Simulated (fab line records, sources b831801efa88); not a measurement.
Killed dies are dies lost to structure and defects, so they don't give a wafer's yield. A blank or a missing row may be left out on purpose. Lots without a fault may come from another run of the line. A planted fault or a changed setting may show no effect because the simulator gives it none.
Problem report in the 8D (eight disciplines) form, filled by code | flow sky130 | the parts of the form that need people (team, actions taken, sign-off) are left out

1. THE PROBLEM
oes_product_au at SKY_VIA1_ETCH_14 reads a mean of 0.923 a.u. on 2 wafers of 1 lot; wafers without a fault read 0.855 a.u. with a standard deviation of 0.0047. That is +15 standard deviations from the usual mean.
The step: etches BARC in N2/H2, stops on SiO2, time 45.9 s, target depth 60 nm.
First seen on wafer L107.3, day 40 09:24, on rie_diel-04. The record holds 33 wafers of 11 lots with a number at this step. Rule for "out", or "out of limits": more than 4 standard deviations from the usual mean. The other wafers with a number count as sound.

2. WHAT IT IS AND WHAT IT IS NOT
question                    | is                           | is not
which readings at this step | oes_product_au, run_length_s | drypump_motor_current_A, throttle_valve_pct
which lots                  | L107                         | L109, L110, L987, L988, L989, L993, L995, L996, L997, L999
which wafers of those lots  | L107.3, L107.5               | L107.4
read on which tools         | rie_diel-04                  | rie_diel-01, rie_diel-02
when                        | from day 40 09:24            | up to then (25 sound wafers); but 6 sound wafers of L109, L110 came after

3. SUSPECTS, AND WHAT RULES EACH OUT
Counting: a tool at a process step up to the reading stays a suspect if it ran every lot that is out. Sound lots after the first of them don't rule it out here, since some wafers of a struck lot are sound.
- rie_diel-04 at SKY_VIA1_ETCH_14 (etches BARC in N2/H2, stops on SiO2, time 45.9 s, target depth 60 nm): kept. It ran the lot that is out, L107 (day 40 09:24); its last sound lot up to then is L996 (day 36 22:44). Its own readings are out on those wafers: oes_product_au, run_length_s.
- Within rie_diel-04 at SKY_VIA1_ETCH_14: the wafers that are out ran in chamber 3; their sound lot-mates ran in chamber 0.
Left after counting: rie_diel-04 at SKY_VIA1_ETCH_14.

4. THE CAUSE (what the simulator had put in)
Process parameter drift: rie_diel-04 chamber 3, from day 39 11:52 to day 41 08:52, at SKY_VIA1_ETCH_14. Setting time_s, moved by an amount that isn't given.
Counting left only this tool.

5. THE CHAIN OF EFFECTS, in route order
Each row: a reading whose mean over the struck wafers that have a number lies more than 3 standard deviations from the usual. Only readings for which the record gives a usual standard deviation are gone through. hours: the time from each lot's start at the first step in this table that gives one to its start at this step, as a median over the lots. sigmas: the change in usual standard deviations.
hours | step             | reading        | usual      | on struck wafers | change | sigmas
0     | SKY_VIA1_ETCH_14 | oes_product_au | 0.855 a.u. | 0.923            | +0.069 | +15
0     | SKY_VIA1_ETCH_14 | run_length_s   | 74.1 s     | 70.3             | -3.8   | -7.9
The process steps in it:
- SKY_VIA1_ETCH_14: etches BARC in N2/H2, stops on SiO2, time 45.9 s, target depth 60 nm.
Later measuring or inspecting steps at which every struck wafer that the step has a row for has a number for every such reading, and none has moved that far: SKY_VIA2_CD_MEAS_12, SKY_VIA2_RS_MEAS_22.

6. WHAT WOULD HAVE CAUGHT IT SOONER
In this record the first reading out of limits was taken at day 40 09:24, 22 hours after the fault began at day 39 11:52.
